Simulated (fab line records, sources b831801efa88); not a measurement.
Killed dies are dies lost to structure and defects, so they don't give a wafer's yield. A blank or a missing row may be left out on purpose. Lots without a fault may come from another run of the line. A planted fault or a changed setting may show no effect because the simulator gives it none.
fab line records | flow sky130
record lots=6 wafers=18 last_day=50
route steps=708 shown LOCAL_INTERCONNECT@404 CONTACT@406 PAD_OPEN@708
lots that met no fault: from a run of the same line without faults
start_h: hours from the record's first day to the start of the lot's first wafer shown | wait_h: hours since the lot's step before | " the same as in the row above | L1.1+2: a row that stands for several wafers | - no value, or no start given | * or withheld: withheld | < > ~ a bound
route shown NAME@n: a module of which the file shows steps, and the number in the route of the first | usual: mean/standard deviation of fault-free wafers | same: alike in all rows | chamber/n: place in a boat | sites: the reading at each site | _std_site: their standard deviation | _edge_site: outer sites' mean less inner sites' | radius_mm: how far each site lies from the wafer's centre | mask NAME#n: copy n | behind: the tool/chamber that last shaped the wafer | hold: why the lot was held/for how many hours/how that ended | device: the transistor (n, p or np) that didn't switch | end of line: the same wafers' tests at the end of the route | a step without rows: its recipe alone | killed: dies lost to structure and defects at the first sort, not the wafer's yield | map: a wafer's dies, x killed, . not, _ none there
set.NAME: the setting as run; set.NAME@STEP: as run at that earlier step | model.NAME: the simulator's own value behind a step, which no gauge read
lots at some steps of the route; a table a step, a row a wafer
services: from which hour (start_h, from the record's first day; less than 0 if before it) a tool's chamber was out of use, for how many hours, and why
## steps
# step SKY_LOCAL_INTERCONNECT_CLEAN_17
# recipe chemistry=IPA time_s=180 temp_c=25
# step SKY_LOCAL_INTERCONNECT_CLEAN_18
# recipe chemistry=O3/DIW dry=n2_spin
# step SKY_CONTACT_CVD_00
# recipe material=Si3N4 target_thk_nm=75 temp_c=400 time_s=withheld rf_w=450
# usual heater_power_w=720/90
# columns lot.wafer tool chamber start_h wait_h heater_power_w
L453.4 pecvd-04 1 740.57 0.0 763
L453.5 " 1 " " 746
L453.6 " 0 " " 745
L455.2 pecvd-03 0 749.35 0.0 704
L455.4 " 2 " " 590
L455.5 " 1 " " 738
L460.1 pecvd-03 1 796.06 0.0 732
L460.2 " 2 " " 634
L460.5 " 2 " " 636
L470.1 pecvd-01 2 864.36 0.0 754
L470.2 " 1 " " 667
L470.4 " 1 " " 672
L472.1 pecvd-04 0 875.79 0.0 725
L472.3 " 2 " " 741
L472.5 " 1 " " 855
L471.1 pecvd-01 0 882.60 0.0 933
L471.3 " 1 " " 673
L471.6 " 2 " " 795
# step SKY_CONTACT_THK_MEAS_01
# recipe reads=Si3N4_of_CONTACT_CVD_00
# usual CONTACT_CVD_00_THK=74.7/0.95
# columns lot.wafer tool chamber start_h wait_h CONTACT_CVD_00_THK[nm]
L453.4 film_metro-01 - 740.64 - 75.3
L453.5 " - " " 76.8
L453.6 " - " " 76.3
L455.2 film_metro-01 - 749.39 - 73.8
L455.4 " - " " 75.3
L455.5 " - " " 74.7
L460.1 film_metro-03 - 796.09 - 73.5
L460.2 " - " " 73.5
L460.5 " - " " 75.4
L470.1 film_metro-03 - 864.39 - 74.4
L470.2 " - " " 74.7
L470.4 " - " " 75.7
L472.1 film_metro-04 - 875.82 - 73.6
L472.3 " - " " 74.0
L472.5 " - " " 74.5
L471.1 film_metro-04 - 882.63 - 74.0
L471.3 " - " " 74.0
L471.6 " - " " 75.5
# step SKY_CONTACT_HDPCVD_02
# recipe material=SiO2 target_thk_nm=565 sigma_open_frac=0.3 time_s=94.2 temp_c=600 sih4_flow_sccm=60 pressure_mtorr=6
# step SKY_CONTACT_THK_MEAS_03
# recipe reads=SiO2_of_CONTACT_HDPCVD_02
# usual CONTACT_HDPCVD_THK=564/6
# columns lot.wafer tool chamber start_h wait_h CONTACT_HDPCVD_THK[nm]
L453.4 film_metro-04 - 740.76 0.0 560
L453.5 " - " " 558
L453.6 " - " " 566
L455.2 film_metro-03 - 749.52 0.0 559
L455.4 " - " " 563
L455.5 " - " " 574
L460.1 film_metro-03 - 796.22 0.0 557
L460.2 " - " " 557
L460.5 " - " " 560
L470.1 film_metro-01 - 864.52 0.0 566
L470.2 " - " " 561
L470.4 " - " " 565
L472.1 film_metro-01 - 875.95 0.0 558
L472.3 " - " " 559
L472.5 " - " " 561
L471.1 film_metro-01 - 882.76 0.0 574
L471.3 " - " " 575
L471.6 " - " " 577
# step SKY_CONTACT_CMP_04
# recipe material=SiO2 down_force_psi=4 platen_rpm=60 pad_velocity_m_s=0.94248
# usual motor_current_A=12.2/1.2 retaining_ring_pressure_frac=0.999/0.0051 time_to_endpoint_s=83/3.6
# columns lot.wafer tool chamber start_h wait_h motor_current_A retaining_ring_pressure_frac time_to_endpoint_s
L453.4 cmp-02 1 740.84 0.1 10.9 0.995 79
L453.5 " 0 " " 12.3 1.002 82
L453.6 " 1 " " 11.1 0.996 86
L455.2 cmp-01 0 749.62 0.1 13.7 0.999 79
L455.4 " 2 " " 11.8 0.995 79
L455.5 " 3 " " 11.3 0.991 85
L460.2 cmp-01 3 796.38 0.1 11.2 0.997 79
L460.1 " 0 " " 12.6 0.996 77
L460.5 " 1 " " 13.8 0.995 79
L470.1 cmp-01 1 864.63 0.1 12.9 1.004 84
L470.4 " 2 " " 11.6 0.995 79
L470.2 " 3 " " 11.1 1.000 79
L472.3 cmp-02 2 876.01 0.0 10.9 0.996 76
L472.1 " 1 " " 10.7 1.004 81
L472.5 " 3 " " 14.4 0.992 79
L471.3 cmp-02 0 882.87 0.1 12.5 0.994 87
L471.1 " 2 " " 9.9 0.997 84
L471.6 " 3 " " 14.5 1.000 84
# step SKY_CONTACT_BOW_MEAS_05
# recipe mode=bow
# usual CONTACT_BOW=84/7.8
# columns lot.wafer tool chamber start_h wait_h CONTACT_BOW[um]
L453.4 film_metro-03 - 741.15 0.3 81
L453.5 " - " " 72
L453.6 " - " " 83
L455.2 film_metro-03 - 749.89 0.2 93
L455.4 " - " " 90
L455.5 " - " " 100
L460.1 film_metro-03 - 796.58 0.1 98
L460.2 " - " " 93
L460.5 " - " " 91
L470.1 film_metro-03 - 864.88 0.2 89
L470.2 " - " " 67
L470.4 " - " " 75
L472.1 film_metro-03 - 876.31 0.1 84
L472.3 " - " " 77
L472.5 " - " " 88
L471.1 film_metro-03 - 883.12 0.1 87
L471.3 " - " " 83
L471.6 " - " " 107
# step SKY_CONTACT_DEHYDRATE_06
# recipe temp_c=200 time_s=60
# step SKY_CONTACT_HMDS_07
# recipe prime_time_s=60 prime_temp_c=120
# step SKY_CONTACT_COAT_08
# recipe resist=BARC temp_c=withheld time_s=withheld spin_rpm=3000 resist_thk_nm=60
# step SKY_CONTACT_COAT_09
# recipe resist=KrF-thick spin_rpm=3000 resist_thk_nm=450
# step SKY_CONTACT_SOFTBAKE_10
# recipe temp_c=100 time_s=90 resist=KrF-thick
# usual heater_power_total_W=57.35/0.11 plate_temp_C=99.99/0.13
# columns lot.wafer tool chamber start_h wait_h heater_power_total_W plate_temp_C
L453.4 litho_track-01 0 755 - 57.22 99.95
L453.5 " 0 " " 57.46 99.95
L453.6 " 0 " " 57.39 99.98
L455.2 litho_track-01 0 763 - 57.30 99.85
L455.4 " 0 " " 57.46 99.99
L455.5 " 0 " " 57.28 99.84
L460.1 litho_track-01 0 809 - 57.23 100.06
L460.2 " 0 " " 57.37 99.97
L460.5 " 0 " " 57.21 100.09
L470.1 litho_track-01 0 878 - 56.40 98.71
L470.2 " 0 " " 56.19 98.54
L470.4 " 0 " " 56.42 98.61
L472.1 litho_track-02 0 889 - 57.21 100.07
L472.3 " 0 " " 57.35 100.01
L472.5 " 0 " " 57.30 100.01
L471.1 litho_track-01 0 895 - 56.07 98.76
L471.3 " 0 " " 56.19 98.70
L471.6 " 0 " " 56.18 98.66
# step SKY_CONTACT_EXPOSE_11
# recipe mask_id=CTM1 na=0.8 source_shape=annular sigma_inner=0.55 sigma_outer=0.85 target_cd_nm=170 dose_mj=38
# step SKY_PAD_OPEN_PROBE_99
# usual killed_at_M0_to_M3=44/6.3 killed_at_M4_up=3.1/2 killed_at_contacts=24/4.8 killed_at_front_end=15/4.6 killed_at_other=0.2/0.51 killed_dies=87/8.4 killed_open=48/6.4 killed_short=39/5.9
# same gross_dies=492 killed_at_back_side=0
# columns lot.wafer tool chamber start_h wait_h killed_at_M0_to_M3 killed_at_M4_up killed_at_contacts killed_at_front_end killed_at_other killed_dies killed_open killed_short
L453.4 prober-02 - 1100.10 0.2 44 3 29 15 0 91 44 47
L453.5 prober-02 - 1100.15 0.2 37 5 32 22 0 96 55 41
L453.6 prober-02 - 1100.20 0.2 33 4 26 18 0 81 41 40
L460.1 prober-01 - 1140.83 0.1 43 2 16 15 0 76 35 41
L460.2 prober-01 - 1140.88 0.1 46 5 20 20 0 91 42 49
L460.5 prober-01 - 1141.03 0.2 38 6 24 15 0 83 39 44
L470.1 prober-01 - 1188.59 0.1 43 3 22 23 0 91 50 41
L470.2 prober-01 - 1188.64 0.1 44 1 25 7 0 77 42 35
L470.4 prober-01 - 1188.74 0.2 53 3 25 12 0 93 51 42
L472.1 prober-02 - 1194.85 0.1 41 2 22 9 0 74 45 29
L472.3 prober-02 - 1194.95 0.2 57 2 24 15 0 98 61 37
L472.5 prober-02 - 1195.05 0.2 38 0 35 16 2 91 49 42
# killed by level:class
L453.4 CONTACT:geometric_particle:open=8 VIA1:geometric_particle:open=8 CONTACT:geometric_particle:short=7 POLY_GATE:geometric_particle:short=6 METAL2:geometric_particle:short=6 VIA2:geometric_particle:open=5 LOCAL_INTERCONNECT:geometric_particle:short=5 VIA3:geometric_particle:open=4
L453.5 LI_CONTACT:geometric_particle:open=11 CONTACT:geometric_particle:open=11 VIA1:geometric_particle:open=8 METAL2:geometric_particle:short=7 FIELD_ISO:geometric_particle:open=5 FIELD_ISO:geometric_particle:short=5 LOCAL_INTERCONNECT:geometric_particle:short=5 VIA2:geometric_particle:open=5
L453.6 METAL2:geometric_particle:short=8 LI_CONTACT:geometric_particle:open=8 CONTACT:geometric_particle:open=8 POLY_GATE:geometric_particle:open=6 VIA1:geometric_particle:open=6 POLY_GATE:geometric_particle:short=5 LOCAL_INTERCONNECT:geometric_particle:short=5 VIA2:geometric_particle:open=5
L460.1 VIA1:geometric_particle:open=12 METAL1:geometric_particle:short=6 CONTACT:geometric_particle:open=5 CONTACT:geometric_particle:short=5 METAL2:geometric_particle:short=5 METAL3:geometric_particle:short=5 POLY_GATE:geometric_particle:short=4 FIELD_ISO:geometric_particle:short=3
L460.2 VIA1:geometric_particle:open=9 CONTACT:geometric_particle:open=8 METAL1:geometric_particle:short=7 LOCAL_INTERCONNECT:geometric_particle:short=6 VIA1:geometric_particle:short=6 FIELD_ISO:geometric_particle:short=5 METAL2:geometric_particle:short=5 SONOS_ONO:geometric_particle:open=4
L460.5 CONTACT:geometric_particle:open=9 VIA3:geometric_particle:open=7 METAL2:geometric_particle:short=7 FIELD_ISO:geometric_particle:short=6 CONTACT:geometric_particle:short=6 LI_CONTACT:geometric_particle:open=5 METAL1:geometric_particle:short=5 VIA1:geometric_particle:open=5
L470.1 VIA1:geometric_particle:open=11 VIA3:geometric_particle:open=8 FIELD_ISO:geometric_particle:open=7 CONTACT:geometric_particle:open=6 FIELD_ISO:geometric_particle:short=5 POLY_GATE:geometric_particle:open=5 LOCAL_INTERCONNECT:geometric_particle:short=5 METAL2:geometric_particle:short=5
L470.2 VIA1:geometric_particle:open=12 CONTACT:geometric_particle:open=11 LI_CONTACT:geometric_particle:open=8 METAL1:geometric_particle:short=8 VIA1:geometric_particle:short=6 LOCAL_INTERCONNECT:geometric_particle:short=5 VIA2:geometric_particle:short=4 VIA3:geometric_particle:open=4
L470.4 VIA1:geometric_particle:open=14 VIA1:geometric_particle:short=10 LI_CONTACT:geometric_particle:open=8 CONTACT:geometric_particle:open=7 VIA3:geometric_particle:open=6 VIA2:geometric_particle:open=5 METAL1:geometric_particle:open=5 METAL2:geometric_particle:short=5
L472.1 CONTACT:geometric_particle:open=10 VIA2:geometric_particle:open=9 VIA1:geometric_particle:open=8 METAL2:geometric_particle:short=7 METAL1:geometric_particle:short=6 CONTACT:geometric_particle:short=5 VIA3:geometric_particle:open=4 LI_CONTACT:geometric_particle:open=4
L472.3 VIA1:geometric_particle:open=20 CONTACT:geometric_particle:open=10 VIA3:geometric_particle:open=9 VIA2:geometric_particle:open=7 VIA1:geometric_particle:short=7 LOCAL_INTERCONNECT:geometric_particle:open=5 CONTACT:geometric_particle:short=5 FIELD_ISO:geometric_particle:open=4
L472.5 CONTACT:geometric_particle:open=14 VIA1:geometric_particle:open=13 CONTACT:geometric_particle:short=8 METAL1:geometric_particle:short=6 LI_CONTACT:geometric_particle:open=5 VIA3:geometric_particle:open=5 FIELD_ISO:geometric_particle:short=4 POLY_GATE:geometric_particle:open=4
## services
# columns tool chamber start_h hours kind
cmp-01 - 725.83 4.1 repair
pecvd-04 2 738.78 4.6 scheduled_down
cmp-02 - 758.04 1.6 repair
cmp-02 - 761.58 4.0 pm
cmp-01 - 765.58 3.7 pm
cmp-02 - 765.58 - consumable_replace:conditioner
cmp-02 - 765.58 - consumable_replace:pad
pecvd-01 0 772.82 5.5 scheduled_down
pecvd-01 - 780.43 3.4 repair
pecvd-03 - 800.25 2.8 pm
pecvd-04 0 811.62 2.1 scheduled_down
pecvd-04 - 827.61 5.5 pm
pecvd-03 - 829.62 1.0 repair
cmp-02 - 856.66 0.4 repair
pecvd-04 1 863.62 5.5 scheduled_down
cmp-02 - 893.60 2.6 repair
## key
first_sign step=SKY_CONTACT_SOFTBAKE_10 reading=plate_temp_C direction=down sigmas=10 usual=* struck=*
effect step=SKY_CONTACT_SOFTBAKE_10 reading=heater_power_total_W direction=down sigmas=10 usual=* struck=*
met_at SKY_CONTACT_SOFTBAKE_10
struck_wafers L470.1,L470.2,L470.4,L471.1,L471.3,L471.6
tester_left_out L470,L471
loop_trim step=SKY_CONTACT_EXPOSE_11 setting=dose lots=L471
onset_between 809 878
fault kind=process_parameter_drift tool=litho_track-01 chamber=- onset_h=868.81 steps=SKY_CONTACT_SOFTBAKE_10 channel=temp_c offset=* shape=step end_h=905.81 acts_in=* stated=*
# tester_left_out: of these lots the tester's yield and bins aren't shown, on N5 and GAA mostly nor the transistor test; their killed dies are dies lost to structure and defects alone, not to doping, threshold or leakage, so they don't give the yield
# loop_trim: a control loop set the setting to another value than it would have without faults
